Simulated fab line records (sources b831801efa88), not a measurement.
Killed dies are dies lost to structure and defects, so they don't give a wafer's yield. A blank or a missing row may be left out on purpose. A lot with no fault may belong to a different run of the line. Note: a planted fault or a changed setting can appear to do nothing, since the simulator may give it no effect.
Struck lot and sound lot, side by side || flow sky130 || 27 out of 708 route steps
Sound: the wafers L368.2, L368.3, L368.4. Struck: wafer L384.5. The cause is given at the end.
At each step with rows: each side's tool, then ch and its chambers, then its first start. Under that, the readings that differ: sound wafers || struck wafers || difference of the means || sigmas: that difference in standard deviations of wafers without a fault.
alike: words and numbers the same on both sides, and readings whose means are apart by under 2 such deviations; not compared: readings that were withheld, readings missing a value for some wafer, numbers with overlapping values and no deviation given by the record, and bounds like >300 which may hide the same value.
Wherever a step has rows on one side only, a row that says differs or no value, or a row with sigmas, the two part there. Non-overlapping numbers with no deviation appear without sigmas and do not part them. Lack of a reading on every wafer of one side parts them only where that side has two or more wafers.

first, 2 steps without rows for these wafers: SKY_LDD_LDN_PEB_05; SKY_LDD_LDN_DEVELOP_06 (develop time 60 s).
SKY_LDD_LDN_OVL_MEAS_07:
  sound on overlay-02, day 22 10:49; struck on overlay-01, day 28 16:29
  alike: LDD_LDN_OVL
then, 4 steps without rows for these wafers: SKY_LDD_LDN_IMPLANT_08; SKY_LDD_LDN_IMPLANT_09; SKY_LDD_LDN_IMPLANT_10; SKY_LDD_LDN_IMPLANT_11.
SKY_LDD_LDN_STRIP_12: strips in O2/N2.
  sound on plasmaAsher-01 ch 0,1, day 22 11:26; struck on plasmaAsher-03 ch 0, day 28 17:10
{"reading": "oesProductAu (a.u.)", "sound": "0.717 0.712 0.711", "struck": 0.735, "difference": "+0.022", "sigmas": "+5"}
  alike: drypumpMotorCurrentA, stripTimeToEndpointS
  not compared: rfHoursCounterH
SKY_LDD_LDN_TW_MEAS_13:
  sound on filmMetro-01, day 22 11:33; struck on filmMetro-01, day 28 17:14
  alike: LDD_LDN_TW
then, 2 steps without rows for these wafers: SKY_LDD_LDN_CLEAN_14 (cleans in SC1/SC2, time 150 s); SKY_SPACER_CVD_00 (deposits Si3N4 from DCS/NH3, target thk 43.1 nm, time 740 s).
SKY_SPACER_THK_MEAS_01:
  sound on filmMetro-02, day 22 14:00; struck on filmMetro-02, day 28 18:34
  alike: SPACER_CVD_00_THK
SKY_SPACER_ETCHBACK_02: etches Si3N4 in CH3F/O2, stops on SiO2, time 46.7 s, target depth 45 nm.
  sound on rieDiel-01 ch 0,1,3, day 22 14:03; struck on rieDiel-04 ch 2, day 28 18:36
{"reading": "oesProductAu (a.u.)", "sound": "0.861 0.859 0.856", "struck": 0.749, "difference": -0.110, "sigmas": -16}
{"reading": "runLengthS (s)", "sound": "75.3 75.0 74.8", "struck": 87.3, "difference": "+12.3", "sigmas": "+31"}
{"reading": "model.SiO2_of_SONOS_ONO_CVD_04.thkNm (nm)", "sound": "4.083 4.129 4.077", "struck": 2.69, "difference": -1.41, "sigmas": ""}
  alike: drypumpMotorCurrentA, throttleValvePct
  not compared: rfHoursCounterH
then, 8 steps without rows for these wafers: SKY_POLY_CUT_DEHYDRATE_00 (time 60 s); SKY_POLY_CUT_HMDS_01 (prime time 60 s); SKY_POLY_CUT_COAT_02 (resist thk 60 nm); SKY_POLY_CUT_COAT_03 (resist thk 450 nm); SKY_POLY_CUT_SOFTBAKE_04 (time 90 s); SKY_POLY_CUT_EXPOSE_05 (exposes mask NPCM, target cd 270 nm); SKY_POLY_CUT_PEB_06; SKY_POLY_CUT_DEVELOP_07 (develop time 60 s).
SKY_POLY_CUT_CD_MEAS_08 targets a cd of 270 nm.
  sound on cdSem-02, day 23 20:47; struck on cdSem-02, day 29 23:46
  alike: cdNm
SKY_POLY_CUT_OVL_MEAS_09:
  sound on overlay-01, day 23 20:54; struck on overlay-02, day 29 23:49
  alike: POLY_CUT_OVL
SKY_POLY_CUT_ETCH_10: etches BARC in N2/H2, stops on SiO2, time 45.9 s, target depth 60 nm.
  sound on rieDiel-03 ch 1,2,3, day 23 20:56; struck on rieDiel-02 ch 3, day 29 23:52
  alike: drypumpMotorCurrentA, oesProductAu, throttleValvePct
  not compared: rfHoursCounterH
SKY_POLY_CUT_ETCH_11: etches Si3N4 in CF4/CH2F2/Ar, stops on poly-Si, time 42.5 s, target depth 60 nm.
  sound on rieDiel-03 ch 1,2,3, day 23 20:58; struck on rieDiel-02 ch 3, day 29 23:54
{"reading": "oesProductAu (a.u.)", "sound": "0.841 0.837 0.831", "struck": 0.806, "difference": -0.030, "sigmas": -5}
{"reading": "model.etch.depthNm (nm)", "sound": "63.59 62.89 62.96", "struck": 58.35, "difference": -4.80, "sigmas": ""}
{"reading": "model.POLY_CUT.featureDepthNm (nm)", "sound": "63.59 62.89 62.96", "struck": 58.35, "difference": -4.80, "sigmas": ""}
  alike: drypumpMotorCurrentA, mfcArSccm, throttleValvePct
  not compared: rfHoursCounterH
SKY_POLY_CUT_STRIP_12: strips in O2/N2.
  sound on plasmaAsher-01 ch 0,1, day 23 21:01; struck on plasmaAsher-01 ch 1, day 29 23:59
  alike: drypumpMotorCurrentA, oesProductAu, stripTimeToEndpointS
  not compared: rfHoursCounterH
-- record jumps: 20 days separate the struck wafers' starts on either side; left off in module POLY_CUT, taken up again in module PAD_OPEN, whose first shown step is the route's number 708 --
SKY_PAD_OPEN_PROBE_99:
  sound on prober-02, day 45 17:26; struck on prober-02, day 49 16:56
{"reading": "killedAtFrontEnd", "sound": "10 8 7", "struck": 19, "difference": "+11", "sigmas": "+2"}
{"reading": "model.etest.pfet_01v8.rOnOhmUm", "sound": "3040 3012 3024", "struck": 2868, "difference": -157, "sigmas": ""}
{"reading": "model.etest.resPdiff.lineOhmUm", "sound": "1349 1380 1352", "struck": 1317, "difference": -43, "sigmas": ""}
{"reading": "model.etest.sonosUncharged.rOnOhmUm", "sound": "789.5 795 810.5", "struck": 777.6, "difference": -20.7, "sigmas": ""}
{"reading": "model.etest.pfet_01v8.driveUaUm", "sound": "180.9 182.6 180.7", "struck": 191.7, "difference": "+10.3", "sigmas": ""}
{"reading": "model.etest.resPdiff.rsOhmSq", "sound": "199.1 196.9 199.3", "struck": 189.6, "difference": -8.8, "sigmas": ""}
{"reading": "model.etest.sramPfetLatch.driveUaUm", "sound": "140.3 135.5 131.3", "struck": 146.8, "difference": "+11.1", "sigmas": ""}
{"reading": "model.etest.pfet_01v8_hvt.driveUaUm", "sound": "134.6 135.8 133", "struck": 143.1, "difference": "+8.6", "sigmas": ""}
  alike: killed_at_M0_to_M3, killed_at_M4_up, killedAtContacts, killedAtOther, killedDies, killedOpen, killedShort
  not compared: model.etest.resNdiff.lineOhmUm

== WHERE THEY PART ==
Earliest at SKY_LDD_LDN_STRIP_12; latest, in this record, at SKY_PAD_OPEN_PROBE_99.

WHY: the cause the simulator had injected
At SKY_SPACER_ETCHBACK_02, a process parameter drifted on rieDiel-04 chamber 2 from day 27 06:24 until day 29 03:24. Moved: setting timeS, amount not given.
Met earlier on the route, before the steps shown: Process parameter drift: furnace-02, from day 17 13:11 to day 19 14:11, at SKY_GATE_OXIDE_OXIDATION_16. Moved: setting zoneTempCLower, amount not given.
